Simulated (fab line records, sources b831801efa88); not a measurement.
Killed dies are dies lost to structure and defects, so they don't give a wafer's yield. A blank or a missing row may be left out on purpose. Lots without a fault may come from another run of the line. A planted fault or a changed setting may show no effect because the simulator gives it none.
One fault seen from 2 desks | flow gf180mcu | each desk has only its own numbers; what lay behind them comes last

THE METROLOGY DESK
What the gauges read, lot by lot, whatever tool the lot ran on: means of the sampled wafers that have a number. A lot is out of limits, marked OUT, if its mean lies more than 4 standard deviations from the usual mean; the brackets give that distance.
Columns: A = cd_nm at GF_V2_CD_MEAS_14, usual 259.7 nm; B = M4_ALCU_THK at GF_M4_THK_MEAS_06, usual 446 nm
lot  | first seen here | A     | B
L151 | day 20 21:08    | 258.0 | 442
L153 | day 21 19:44    | 259.9 | 442
L156 | day 22 23:50    | 260.6 | 450
L161 | day 24 17:22    | 256.9 | 501 (+9.3) OUT
L160 | day 24 19:18    | 259.1 | 497 (+8.7) OUT
L163 | day 25 16:05    | 260.3 | 447
L164 | day 25 17:35    | 259.8 | 439
L165 | day 26 02:53    | 260.9 | 447
L166 | day 26 11:34    | 259.4 | 445
L167 | day 26 19:28    | 259.1 | 445
L169 | day 27 02:32    | 258.2 | 448
L170 | day 27 11:47    | 262.0 | 448
L171 | day 27 13:41    | 260.0 | 448
L172 | day 27 21:01    | 259.2 | 440
This desk's finding: out of limits on L160, L161; first on L160, day 26 18:43 (M4_ALCU_THK at GF_M4_THK_MEAS_06). In limits: L151, L153, L156, L163, L164, L165, L166, L167, L169, L170, L171, L172.

THE TOOL OWNER'S DESK: pvd_sputter-02
The tool's own readings at GF_M4_SPUTTER_04 (material TiN, target thk 50 nm, time 41.7 s): means of the sampled wafers that have a number, for each lot that ran on this tool. A lot is out of limits, marked OUT, if its mean lies more than 4 standard deviations from the usual mean; the brackets give that distance.
Columns: A = cathode_dc_power_W at GF_M4_SPUTTER_04, usual 6500.1 W; B = chamber_pressure_pa at GF_M4_SPUTTER_04, usual 0.4000 Pa; C = throttle_valve_pct at GF_M4_SPUTTER_04, usual 29.8 %
lot  | first seen here | A      | B      | C
L163 | day 27 13:14    | 6500.9 | 0.4001 | 29.7
L164 | day 27 15:05    | 6500.0 | 0.4002 | 29.9
L169 | day 28 22:20    | 6499.7 | 0.4003 | 30.2
L170 | day 29 06:50    | 6500.1 | 0.4003 | 30.0
L172 | day 29 16:50    | 6499.5 | 0.3995 | 31.0
This desk's finding: nothing out of limits on any of the 5 lots.

PUT TOGETHER
The metrology desk could have raised an alarm at day 26 18:43, on L160, L161.
The tool owner's desk saw nothing out of limits.
The tool owner's desk has no number on record for L160, L161.
Of the lots named, all ran GF_M4_SPUTTER_04 on pvd_sputter-02.

WHAT THE SIMULATOR HAD PUT IN
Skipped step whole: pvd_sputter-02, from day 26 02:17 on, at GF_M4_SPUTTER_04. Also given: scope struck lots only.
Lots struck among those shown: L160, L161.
Hours from the fault's start to each desk's first reading out of limits: the metrology desk, 16.
